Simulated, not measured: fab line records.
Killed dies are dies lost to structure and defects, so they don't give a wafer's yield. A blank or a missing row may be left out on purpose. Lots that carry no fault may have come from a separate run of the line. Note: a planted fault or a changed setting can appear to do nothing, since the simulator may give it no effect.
Which tool did it?	flow gf180mcu	39 wafers from 13 lots sampled at 3 of the route's 602 steps

WHAT EACH GAUGE READ, for each wafer
GF_NSD_TW_MEAS_12. Usual: NSD_TW 4245, standard deviation 29.
lot	measured	on	NSD_TW	flag
L923	day 13 09:26	filmMetro-03	4224 4215 4208	
L925	day 14 00:19	filmMetro-03	4292 4264 4268	
L929	day 15 17:14	filmMetro-04	4245 4239 4241	
L930	day 15 19:05	filmMetro-04	4250 4256 4246	
L932	day 16 23:34	filmMetro-04	4202 4180 4224	
L933	day 17 00:49	filmMetro-01	4242 4218 4265	
L934	day 17 08:25	filmMetro-04	4210 4209 4186	
L936	day 18 04:58	filmMetro-01	4264 4265 4267	
L937	day 18 10:25	filmMetro-01	4274 4263 4282	
L938	day 18 18:31	filmMetro-03	4236 4246 4230	
L944	day 20 14:52	filmMetro-03	4239 4233 4241	
L945	day 21 04:20	filmMetro-01	4304 4299 4303	
L946	day 21 14:10	filmMetro-03	4248 4258 4252	

WHICH TOOL RAN EACH LOT (tool, then ch and the chambers of the sampled wafers, then the start)
lot	GF_DNWELL_STRIP_08	GF_HV_LDD_IMPLANT_21
L923	plasmaAsher-03 ch 0,1, day 2 19:41	implanter-02 ch 0, day 10 19:04
L925	plasmaAsher-03 ch 0, day 3 04:20	implanter-04 ch 0, day 11 07:10
L929	plasmaAsher-01 ch 0,1, day 4 03:37	implanter-04 ch 0, day 12 23:10
L930	plasmaAsher-02 ch 1, day 4 07:23	implanter-04 ch 0, day 13 00:02
L932	plasmaAsher-03 ch 0,1, day 4 18:52	implanter-02 ch 0, day 14 03:16
L933	plasmaAsher-02 ch 0,1, day 5 01:07	implanter-01 ch 0, day 14 03:39
L934	plasmaAsher-01 ch 0,1, day 5 05:04	implanter-01 ch 0, day 14 10:51
L936	plasmaAsher-03 ch 0,1, day 5 20:38	implanter-01 ch 0, day 15 04:53
L937	plasmaAsher-02 ch 0,1, day 5 21:44	implanter-01 ch 0, day 15 09:47
L938	plasmaAsher-03 ch 0,1, day 6 03:14	implanter-01 ch 0, day 15 17:46
L944	plasmaAsher-03 ch 0,1, day 7 10:53	implanter-02 ch 0, day 17 09:43
L945	plasmaAsher-01 ch 0,1, day 7 16:28	implanter-04 ch 0, day 17 22:52
L946	plasmaAsher-02 ch 0,1, day 7 22:19	implanter-01 ch 0, day 18 08:23
- GF_DNWELL_STRIP_08: strips in O2/N2.
- GF_HV_LDD_IMPLANT_21

AS READ BY THE TOOLS THEMSELVES (means over the sampled wafers that have a number; for cases with no such wafer, the mark the record gives instead)
GF_DNWELL_STRIP_08. Usual: drypumpMotorCurrentA 6.0 A, standard deviation 0.39; heaterPowerW 319 W, standard deviation 47; oesProductAu 0.722 a.u., standard deviation 0.0047; platenTempC 249.99 C, standard deviation 0.16; stripTimeToEndpointS 36.95 s, standard deviation 0.11.
lot	tool	drypumpMotorCurrentA (A)	heaterPowerW (W)	oesProductAu (a.u.)	platenTempC (C)	stripTimeToEndpointS (s)	flag
L923	plasmaAsher-03	6.3	305	0.721	249.97	37.00	
L925	plasmaAsher-03	6.1	251	0.722	249.87	36.97	
L929	plasmaAsher-01	5.6	307	0.727	250.09	36.96	
L930	plasmaAsher-02	6.0	340	0.723	249.86	37.02	
L932	plasmaAsher-03	6.5	350	0.720	249.95	37.01	
L933	plasmaAsher-02	5.9	318	0.718	250.06	37.02	
L934	plasmaAsher-01	5.9	306	0.723	250.05	36.81	
L936	plasmaAsher-03	6.3	298	0.723	249.99	37.08	
L937	plasmaAsher-02	5.9	315	0.719	250.12	36.74	
L938	plasmaAsher-03	6.3	300	0.722	250.15	36.98	
L944	plasmaAsher-03	6.3	301	0.722	249.94	37.07	
L945	plasmaAsher-01	5.9	309	0.724	249.96	36.90	
L946	plasmaAsher-02	5.9	313	0.722	249.96	36.98	

GF_HV_LDD_IMPLANT_21. Usual: beamOnS 10.01 s, standard deviation 0.19; tiltDeg 7.001 degrees, standard deviation 0.02.
lot	tool	beamOnS (s)	tiltDeg (degrees)	flag
L923	implanter-02	10.01	7.014	
L925	implanter-04	10.00	7.000	
L929	implanter-04	10.02	7.038	
L930	implanter-04	9.82	7.007	
L932	implanter-02	10.02	6.985	
L933	implanter-01	9.85	7.008	
L934	implanter-01	9.89	7.000	
L936	implanter-01	10.05	6.431	OFF
L937	implanter-01	9.94	6.434	OFF
L938	implanter-01	10.09	6.417	OFF
L944	implanter-02	9.80	7.009	
L945	implanter-04	10.02	7.004	
L946	implanter-01	9.98	6.967	

THE ANSWER, worked out from the rows above alone
Rule: lot off if the mean of its wafers having a number is beyond 3 standard deviations from the usual mean. A lot without any number at a reading at which 4 lots or more have one is off too. All remaining lots with rows at the step are treated as sound. The gauges are gone through in route order, then the tools' own readings, and for those a lot's mean is taken as printed above. The first step at which some lot is off is used, and at that step the reading that is off furthest; a lot without a number counts as furthest.
Off, at GF_HV_LDD_IMPLANT_21 on tiltDeg: L936, L937, L938.
A tool fits if, at that step or a process step before it, it ran every lot that is off, and no sound lot after the first of them. Of those tried, none fits.

WHAT THE SIMULATOR HAD PUT IN
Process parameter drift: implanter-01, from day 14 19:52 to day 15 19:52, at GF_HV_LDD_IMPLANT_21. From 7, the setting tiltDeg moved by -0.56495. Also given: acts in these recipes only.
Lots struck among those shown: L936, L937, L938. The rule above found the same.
